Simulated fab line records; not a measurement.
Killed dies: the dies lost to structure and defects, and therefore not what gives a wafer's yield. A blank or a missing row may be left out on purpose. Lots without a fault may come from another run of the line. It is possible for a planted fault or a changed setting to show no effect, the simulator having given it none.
2 desks, one fault ; flow gf180mcu ; numbers are kept per desk, each desk with only its own; the story behind them comes last

THE TOOL OWNER'S DESK: cmp-02
The tool's own readings at GF_V1_CMP_04 (polishes SiO2): means of the sampled wafers that have a number, for each lot that ran on this tool. The brackets show how far a lot's mean lies from the usual mean; more than 4 standard deviations puts the lot out of limits, marked OUT.
Columns: A = motor_current_A at GF_V1_CMP_04, usual 11.2 A; B = retaining_ring_pressure_frac at GF_V1_CMP_04, usual 1.001; C = time_to_endpoint_s at GF_V1_CMP_04, usual 78 s
lot;first seen here;A;B;C
L592;day 17 02:06;10.9;0.994;80
L593;day 17 08:33;11.3;0.997;80
L600;day 20 05:07;12.2;0.999;74
L606;day 22 06:01;11.4;1.003;72
L607;day 22 20:58;11.0;1.004;96
L609;day 23 10:10;10.8;0.997;106 (+4.8) OUT
This desk finds L609 out of limits, L609 being first, at day 23 10:10 (time_to_endpoint_s at GF_V1_CMP_04). L592, L593, L600, L606, L607: within limits.

THE METROLOGY DESK
Lot by lot, what the gauges showed, no matter which tool ran the lot: averages of those sampled wafers that carry a number. The brackets show how far a lot's mean lies from the usual mean; more than 4 standard deviations puts the lot out of limits, marked OUT.
Columns: A = CONTACT_CVD_00_THK at GF_CONTACT_THK_MEAS_01, usual 299.4 nm; B = V1_CVD_00_THK at GF_V1_THK_MEAS_01, usual 597 nm; C = V1_CVD_02_THK at GF_V1_THK_MEAS_03, usual 845 nm
lot;first seen here;A;B;C
L592;day 15 02:56;298.8;607;847
L593;day 15 08:52;302.8;601;842
L594;day 15 17:40;298.6;593;853
L595;day 16 06:24;301.0;600;859
L596;day 16 16:44;296.1;598;841
L597;day 16 23:18;302.4;592;841
L598;day 17 08:49;298.1;595;863
L600;day 18 02:28;298.1;594;854
L603;day 19 04:59;299.5;597;853
L606;day 20 02:22;296.4;590;833
L607;day 20 17:34;298.6;591;833
L609;day 21 08:10;301.2;595;854
L614;day 23 00:43;300.4;589;850
This desk's verdict: no lot among the 13 shows anything out of limits.

TAKEN TOGETHER
The tool owner's desk had the chance to raise an alarm at day 23 10:10 on L609.
From the metrology desk's view, nothing was out of limits.
The metrology desk holds a record of L609, inside its limits.
GF_V1_CMP_04 was run on cmp-02 by each of the lots named.

WHAT THE SIMULATOR PUT IN
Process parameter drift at GF_V1_CMP_04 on cmp-02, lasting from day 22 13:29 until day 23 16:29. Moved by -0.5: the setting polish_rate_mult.
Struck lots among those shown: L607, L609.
Time in hours from fault onset to the first out-of-limits reading at each desk: the tool owner's desk, 21.
